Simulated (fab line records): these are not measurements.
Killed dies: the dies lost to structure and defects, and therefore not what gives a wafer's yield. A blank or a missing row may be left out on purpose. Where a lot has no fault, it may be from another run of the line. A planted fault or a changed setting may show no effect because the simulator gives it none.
One fault seen from 2 desks | flow gf180mcu | only its own numbers are on each desk; what lay behind them is given at the end

== METROLOGY DESK ==
Lot by lot, what the gauges showed, no matter which tool ran the lot: averages of those sampled wafers that carry a number. A lot is out of limits, marked OUT, if its mean lies more than 4 standard deviations from the usual mean; the brackets give that distance.
Columns: A = SAB_CVD_00_THK at GF_SAB_THK_MEAS_01, usual 50.1 nm
lot  | first seen here | A
L467 | day 14 05:50    | 49.4
L468 | day 14 16:19    | 51.0
L470 | day 15 08:48    | 50.1
L471 | day 15 12:05    | 50.2
L473 | day 16 05:13    | 50.5
L475 | day 16 23:46    | 49.2
L476 | day 17 09:56    | 50.2
L477 | day 17 21:35    | 50.0
L481 | day 19 07:36    | 49.1
L482 | day 19 13:05    | 50.2
L487 | day 21 09:35    | 49.8
L489 | day 21 20:44    | 49.6
L490 | day 22 12:35    | 50.4
Finding of this desk: none of the 13 lots has anything out of limits.

== DESK OF THE TOOL OWNER: pvdSputter-02 ==
The tool's own readings at GF_V2_SPUTTER_21 (material Ti, target thk 15 nm, time 80.02 s): means of the sampled wafers that have a number, for each lot that ran on this tool. A lot is out of limits, marked OUT, if its mean lies more than 4 standard deviations from the usual mean; the brackets give that distance.
Columns: A = throttleValvePct at GF_V2_SPUTTER_21, usual 30.4 %
lot  | first seen here | A
L468 | day 20 18:10    | 30.8
L470 | day 21 13:17    | 31.2
L471 | day 21 16:07    | 30.9
L473 | day 22 12:19    | 30.9
L476 | day 23 13:14    | 31.0
L477 | day 24 02:01    | 30.7
L481 | day 25 11:02    | 31.0
L482 | day 25 14:53    | 30.8
L490 | day 28 04:55    | 30.9
Finding of this desk: none of the 9 lots has anything out of limits.

== ALL TOGETHER ==
The metrology desk saw nothing out of limits.
Nothing out of limits was seen by the tool owner's desk.

== WHAT THE SIMULATOR HAD INSERTED ==
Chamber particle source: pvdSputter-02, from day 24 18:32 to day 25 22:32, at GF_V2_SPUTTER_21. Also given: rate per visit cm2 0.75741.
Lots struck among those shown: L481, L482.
